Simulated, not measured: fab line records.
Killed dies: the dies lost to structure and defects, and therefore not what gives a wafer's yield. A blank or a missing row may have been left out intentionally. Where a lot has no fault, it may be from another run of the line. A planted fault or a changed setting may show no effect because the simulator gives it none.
Tool commonality check -- flow gf180mcu -- 11 lots and 33 wafers in the sample

THE REASON FOR OPENING IT
2 of 11 lots carry a flag on the reading PSD_RS at GF_PSD_RS_MEAS_15. Fault-free wafers read 108.45 ohm/sq, with a standard deviation of 0.25.
Rule: flag the lot when none of its wafers has a number, or when each of its wafers that has one lies beyond 4 standard deviations from that mean. The other lots count as sound.

lot,measured,on,"PSD_RS (ohm/sq), wafer by wafer",flag
L930,day 14 18:41,film metro-02,108.58 108.56 108.44,
L931,day 14 20:07,film metro-04,108.82 108.69 108.53,
L937,day 16 15:19,film metro-03,113.68 113.87 113.91,FLAGGED
L938,day 17 03:56,film metro-03,108.41 108.63 108.50,
L939,day 17 23:04,film metro-04,113.40 113.41 113.86,FLAGGED
L947,day 20 07:08,film metro-03,108.29 108.66 108.10,
L949,day 21 05:23,film metro-02,108.27 108.36 108.18,
L950,day 21 07:40,film metro-03,108.52 108.74 108.62,
L951,day 21 16:55,film metro-02,108.18 108.73 108.30,
L952,day 22 01:06,film metro-03,108.74 108.40 108.80,
L953,day 22 07:17,film metro-03,108.66 108.57 108.50,
Average over the flagged lots: 113.69 ohm/sq; offset from the usual +5.24 ohm/sq, equal to +21 standard deviations.

EACH LOT AND THE TOOL IT RAN ON
2 process steps preceding the reading are held in the record, out of 602 steps in the route. Cell contents, in order: the tool; ch with the chambers the sampled wafers went through; the start.
lot,flag,GF_PSD_IMPLANT_09,GF_PSD_STRIP_10
L930,,"implanter-04 ch 0, day 14 18:08","plasma asher-02 ch 0,1, day 14 18:16"
L931,,"implanter-03 ch 0, day 14 19:33","plasma asher-02 ch 0,1, day 14 19:42"
L937,FLAGGED,"implanter-04 ch 0, day 16 14:45","plasma asher-02 ch 0,1, day 16 14:53"
L938,,"implanter-02 ch 0, day 17 03:23","plasma asher-01 ch 0,1, day 17 03:31"
L939,FLAGGED,"implanter-04 ch 0, day 17 22:22","plasma asher-02 ch 0,1, day 17 22:31"
L947,,"implanter-03 ch 0, day 20 06:34","plasma asher-04 ch 0,1, day 20 06:43"
L949,,"implanter-04 ch 0, day 21 04:49","plasma asher-01 ch 0,1, day 21 04:57"
L950,,"implanter-04 ch 0, day 21 07:06","plasma asher-02 ch 0,1, day 21 07:15"
L951,,"implanter-03 ch 0, day 21 16:21","plasma asher-04 ch 0,1, day 21 16:30"
L952,,"implanter-02 ch 0, day 22 00:32","plasma asher-01 ch 1, day 22 00:40"
L953,,"implanter-04 ch 0, day 22 06:43","plasma asher-04 ch 0,1, day 22 06:52"
What the steps here do:
- GF_PSD_IMPLANT_09
- GF_PSD_STRIP_10: strips in O2/N2.
- GF_PSD_RS_MEAS_15: measures by four-point-probe.

FLAGGED AGAINST TOTAL, ONE TOOL AT A TIME (gauges that did the reading follow at the end)
step,tool,lots run,flagged,share of the flagged lots,sound lots run after its first flagged lot
GF_PSD_IMPLANT_09,implanter-02,2,0,none,-
GF_PSD_IMPLANT_09,implanter-03,3,0,none,-
GF_PSD_IMPLANT_09,implanter-04,6,2,all,"3 (L949,L950,L953)"
GF_PSD_STRIP_10,plasma asher-01,3,0,none,-
GF_PSD_STRIP_10,plasma asher-02,5,2,all,1 (L950)
GF_PSD_STRIP_10,plasma asher-04,3,0,none,-
GF_PSD_RS_MEAS_15,film metro-02,3,0,none,-
GF_PSD_RS_MEAS_15,film metro-03,6,1,some,"5 (L938,L947,L950,L952,L953)"
GF_PSD_RS_MEAS_15,film metro-04,2,1,some,0

WHAT THE TABLE ALLOWS
Table rows that saw every flagged lot: 2, namely implanter-04 at GF_PSD_IMPLANT_09 and plasma asher-02 at GF_PSD_STRIP_10.
- implanter-04 at GF_PSD_IMPLANT_09: 2 of its 6 lots flagged. Sound lots followed the first flagged one (L949, L950, L953) on it, something a lasting fault affecting the whole tool could not allow. Its own readings (dose ions cm2, faraday current uA) fall more than 4 standard deviations out on all wafers of the flagged lots.
- plasma asher-02 at GF_PSD_STRIP_10: 2 of its 5 lots flagged. Sound lots followed the first flagged one (L950) on it, something a lasting fault affecting the whole tool could not allow. Its own readings (strip time to endpoint s) fall more than 4 standard deviations out on all wafers of the flagged lots.
Every row of the table either missed a flagged lot or ran a sound lot after the first.

WHAT THE SIMULATOR HAD PUT IN
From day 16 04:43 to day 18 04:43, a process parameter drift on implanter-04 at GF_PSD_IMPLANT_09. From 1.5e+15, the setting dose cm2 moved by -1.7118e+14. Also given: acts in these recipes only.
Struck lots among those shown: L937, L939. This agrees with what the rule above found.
